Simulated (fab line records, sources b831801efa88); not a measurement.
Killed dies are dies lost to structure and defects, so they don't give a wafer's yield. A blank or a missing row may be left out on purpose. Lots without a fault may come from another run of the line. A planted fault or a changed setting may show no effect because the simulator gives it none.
Chamber matching | flow sky130 | SKY_VIA2_ETCH_14 on rie_diel-02: 4 sister chambers
The step etches BARC in N2/H2, stops on SiO2, time 45.9 s, target depth 60 nm. 4 wafers are shown with their chamber, then 7 later ones without.

WAFERS WITH THEIR CHAMBER
wafer  | chamber | drypump_motor_current_A (A)
L076.4 | 2       | 5.7
L080.6 | 1       | 5.7
L081.1 | 0       | 6.2
L081.3 | 3       | 5.5

WAFERS WITHOUT THEIR CHAMBER
wafer  | drypump_motor_current_A (A)
L081.4 | 5.7
L087.1 | 5.5
L087.2 | 5.7
L087.4 | 5.8
L094.2 | 5.7
L094.3 | 6.2
L094.4 | 5.7

WHICH CHAMBER EACH WENT THROUGH
wafer  | from the rows above     | in truth
L081.4 | can't be placed: 1 or 2 | 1
L087.1 | 3                       | 3
L087.2 | can't be placed: 1 or 2 | 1
L087.4 | can't be placed: 1 or 2 | 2
L094.2 | can't be placed: 1 or 2 | 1
L094.3 | 0                       | 0
L094.4 | can't be placed: 1 or 2 | 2
Placed correctly: 2 of 7. Can't be placed from these rows: 5 (the true chamber is among the candidates in 5). Placed wrongly: 0.
How it was worked out, from the rows above alone: a wafer's distance from a chamber is the root of the sum, over the readings, of the square of ((its reading less the chamber's mean) divided by the reading's scatter). The wafer belongs to the nearest chamber; if the next one is less than 2 further off, it can't be placed. A chamber's mean is the mean of its shown wafers. The scatter: with one shown wafer a chamber, the root of the mean of the squares of how far each hidden wafer lies from its nearest shown one.
